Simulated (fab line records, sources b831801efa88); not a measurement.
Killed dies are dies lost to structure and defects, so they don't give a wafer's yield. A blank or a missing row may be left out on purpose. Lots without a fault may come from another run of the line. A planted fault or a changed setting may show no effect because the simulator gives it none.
Problem report in the 8D (eight disciplines) form, filled by code | flow sky130 | the parts of the form that need people (team, actions taken, sign-off) are left out

1. THE PROBLEM
LOCAL_INTERCONNECT_TIN_RS at SKY_LOCAL_INTERCONNECT_RS_MEAS_01 reads a mean of 22.89 ohm/sq on 1 wafer of 1 lot; wafers without a fault read 14.13 ohm/sq with a standard deviation of 0.16. That is +55 standard deviations from the usual mean.
The step: measures by four-point-probe.
First seen on wafer L100.1, day 33 12:54, on film_metro-03. The record holds 30 wafers of 10 lots with a number at this step. Rule for "out", or "out of limits": more than 4 standard deviations from the usual mean. The other wafers with a number count as sound.

2. WHAT IT IS AND WHAT IT IS NOT
question                    | is                        | is not
which readings at this step | LOCAL_INTERCONNECT_TIN_RS | -
which lots                  | L100                      | L104, L106, L108, L987, L988, L989, L990, L991, L992
which wafers of those lots  | L100.1                    | L100.3, L100.6
read on which gauges        | film_metro-03             | film_metro-02, film_metro-04
when                        | from day 33 12:54         | up to then (20 sound wafers); but 9 sound wafers of L104, L106, L108 came after

3. SUSPECTS, AND WHAT RULES EACH OUT
Counting: a tool at a process step up to the reading stays a suspect if it ran every lot that is out. Sound lots after the first of them don't rule it out here, since some wafers of a struck lot are sound.
- the gauge at SKY_LOCAL_INTERCONNECT_RS_MEAS_01: ruled out. All the wafers that are out were read on film_metro-03, but those of them that SKY_LOCAL_INTERCONNECT_METAL_ETCH_14 has rows for are out there too, on other tools.
- rie_diel-02 at SKY_LI_CONTACT_ETCH_14 (etches BARC in N2/H2, stops on SiO2, time 45.9 s, target depth 60 nm): kept. It ran the lot that is out, L100 (day 33 11:41); its last sound lot up to then is L992 (day 30 19:41).
- pvd_sputter-02 at SKY_LI_CONTACT_SPUTTER_19 (material Ti, target thk 20 nm, time 106.37 s): kept. It ran the lot that is out, L100 (day 33 12:06); its last sound lot up to then is L988 (day 29 18:13).
- pvd_sputter-03 at SKY_LOCAL_INTERCONNECT_SPUTTER_00 (material TiN, target thk 100 nm, time 83.3 s): kept. It ran the lot that is out, L100 (day 33 12:50); its last sound lot up to then is L992 (day 30 20:52).
- Within rie_diel-02 at SKY_LI_CONTACT_ETCH_14: the wafers that are out ran in chamber 2; their sound lot-mates ran in chambers 0, 1.
Left after counting: rie_diel-02 at SKY_LI_CONTACT_ETCH_14, pvd_sputter-02 at SKY_LI_CONTACT_SPUTTER_19, pvd_sputter-03 at SKY_LOCAL_INTERCONNECT_SPUTTER_00.

4. THE CAUSE (what the simulator had put in)
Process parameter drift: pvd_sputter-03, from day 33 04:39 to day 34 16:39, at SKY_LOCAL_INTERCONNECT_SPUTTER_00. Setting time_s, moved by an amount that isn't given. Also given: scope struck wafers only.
Counting left 3 suspects, and this tool is among them.

5. THE CHAIN OF EFFECTS, in route order
Each row: a reading whose mean over the struck wafers that have a number lies more than 3 standard deviations from the usual. Only readings for which the record gives a usual standard deviation are gone through. hours: the time from each lot's start at the first step in this table that gives one to its start at this step, as a median over the lots. sigmas: the change in usual standard deviations.
hours | step                                 | reading                    | usual        | on struck wafers | change | sigmas
0     | SKY_LOCAL_INTERCONNECT_RS_MEAS_01    | LOCAL_INTERCONNECT_TIN_RS  | 14.13 ohm/sq | 22.89            | +8.76  | +55
0     | SKY_LOCAL_INTERCONNECT_THK_MEAS_02   | LOCAL_INTERCONNECT_TIN_THK | 100.2 nm     | 63.8             | -36.4  | -30
27    | SKY_LOCAL_INTERCONNECT_METAL_ETCH_14 | oes_product_au             | 0.942 a.u.   | 0.736            | -0.206 | -27
27    | SKY_LOCAL_INTERCONNECT_METAL_ETCH_14 | throttle_valve_pct         | 21.900 %     | 22.037           | +0.137 | +14
The process steps in it:
- SKY_LOCAL_INTERCONNECT_METAL_ETCH_14: etches TiN in Cl2/BCl3, stops on PSG, target depth 110 nm, time 31.4 s.

6. WHAT WOULD HAVE CAUGHT IT SOONER
In this record the first reading out of limits at a measuring or inspecting step was taken at day 33 12:54, 8 hours after the fault began at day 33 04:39.
Of the tool readings at SKY_LOCAL_INTERCONNECT_SPUTTER_00 for which the record gives a usual standard deviation, none was out on any struck wafer, so an alarm limit of 4 standard deviations on them would not have fired.
All the lots that are out (1) had begun SKY_LOCAL_INTERCONNECT_SPUTTER_00 on pvd_sputter-03 by day 33 12:54. A hold on the tool at that time would have spared none of them.
